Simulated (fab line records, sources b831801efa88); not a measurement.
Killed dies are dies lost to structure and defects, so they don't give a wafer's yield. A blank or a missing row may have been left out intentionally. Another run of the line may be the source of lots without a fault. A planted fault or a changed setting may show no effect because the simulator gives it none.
Comparing a struck lot with a sound one -- flow sky130 -- 15 steps out of a route of 708
Sound: these wafers, L649.2, L649.3, L649.6. Wafers L665.2, L665.4 were the ones struck. The cause comes at the end.
Order at every step that has rows: each side's tool, ch and its chambers, its first start. Under that, the readings that differ: sound wafers -- struck wafers -- difference of the means -- sigmas: that difference in standard deviations of wafers without a fault.
alike: same words and numbers on both sides, and readings whose means sit less than 2 such deviations apart. not compared: any withheld reading, any reading some wafer has no value for, any bound like >300 that may hide the same value, and any number with overlapping values for which the record gives no deviation.
A row with sigmas, a row that says differs or no value, or rows on one side alone: a step with any of these is where the two part. Numbers that don't overlap but have no deviation are shown without sigmas and don't part them. A reading that every wafer of one side lacks parts them only if that side has two wafers or more.

first, 7 steps without rows for these wafers: SKY_METAL4_HMDS_06 (prime time 60 s); SKY_METAL4_COAT_07 (resist thk 60 nm); SKY_METAL4_COAT_08 (resist thk 1140 nm); SKY_METAL4_SOFTBAKE_09 (time 90 s); SKY_METAL4_EXPOSE_10 (exposes mask MM4, target cd 300 nm); SKY_METAL4_PEB_11; SKY_METAL4_DEVELOP_12 (develop time 60 s).
SKY_METAL4_CD_MEAS_13: the cd target is 300 nm.
  sound: cd-sem-02 at day 42 13:34; struck: cd-sem-02 at day 46 17:50
  alike: cd-nm
SKY_METAL4_OVL_MEAS_14:
  sound: overlay-02 at day 42 13:40; struck: overlay-02 at day 46 17:56
reading,sound,struck,difference,sigmas
METAL4_OVL (nm),0 -2 -17,8 6,+13,+2
SKY_METAL4_DESCUM_15: chemistry O2, time 8 s.
  sound on rie-metal-02 ch 0, day 42 13:42; struck on rie-metal-03 ch 0, day 46 17:58
  alike: drypump-motor-current-A, oes-product-au, rf-fwd-power-W, temp-c
  not compared: rf-hours-counter-h
SKY_METAL4_ETCH_16: etches BARC in N2/H2, stops on SiO2, time 88.2 s, target depth 60 nm.
  sound on rie-metal-02 ch 0, day 42 13:47; struck on rie-metal-03 ch 0, day 46 18:01
  alike: drypump-motor-current-A, h2-flow-sccm, n2-flow-sccm, oes-product-au, rf-fwd-power-W, throttle-valve-pct
  not compared: rf-hours-counter-h
SKY_METAL4_ETCH_17: etches SiO2 in C4F8/O2/Ar, stops on TiN, time 3.9 s, target depth 15 nm.
  sound on rie-diel-01 ch 1,2, day 42 13:57; struck on rie-diel-02 ch 1,3, day 46 18:06
  alike: oes-product-au, rf-fwd-power-W
  not compared: rf-hours-counter-h
SKY_METAL4_METAL_ETCH_18: etches the open film in Cl2/BCl3, stops on SiO2, target depth 845 nm, time 183.1 s.
  sound on rie-metal-04 ch 0,1, day 42 13:58; struck on rie-metal-04 ch 0,1, day 46 18:07
reading,sound,struck,difference,sigmas
oes-product-au (a.u.),0.869 0.864 0.872,0.714 0.720,-0.151,-24
model.etch.depth-nm (nm),880.3 871.7 876.1,597.4 613.4,-270.6,
model.METAL4.feature-depth-nm (nm),880.3 871.7 876.1,597.4 613.4,-270.6,
model.KrF-thick_of_METAL4_COAT_08.thk-nm (nm),536.9 541.2 522.8,774.7 765,+236.2,
  alike: drypump-motor-current-A, rf-fwd-power-W, throttle-valve-pct
  not compared: rf-hours-counter-h
SKY_METAL4_STRIP_19: strips in O2/N2.
  sound on plasma-asher-03 ch 1, day 42 14:09; struck on plasma-asher-01 ch 1, day 46 18:18
reading,sound,struck,difference,sigmas
oes-product-au (a.u.),0.496 0.511 0.497,0.603 0.598,+0.099,+18
strip-time-to-endpoint-s (s),6.64 6.66 6.50,8.97 8.86,+2.31,+28
  alike: drypump-motor-current-A, n2-flow-sccm
  not compared: rf-hours-counter-h
then, 1 step without rows for these wafers: SKY_METAL4_STRIP_20 (strips in post etch residue remover, time 1200 s).

WHERE THEY PART
At SKY_METAL4_OVL_MEAS_14 first; at SKY_METAL4_STRIP_19 last (within this record only).

WHY: whatever the simulator had introduced
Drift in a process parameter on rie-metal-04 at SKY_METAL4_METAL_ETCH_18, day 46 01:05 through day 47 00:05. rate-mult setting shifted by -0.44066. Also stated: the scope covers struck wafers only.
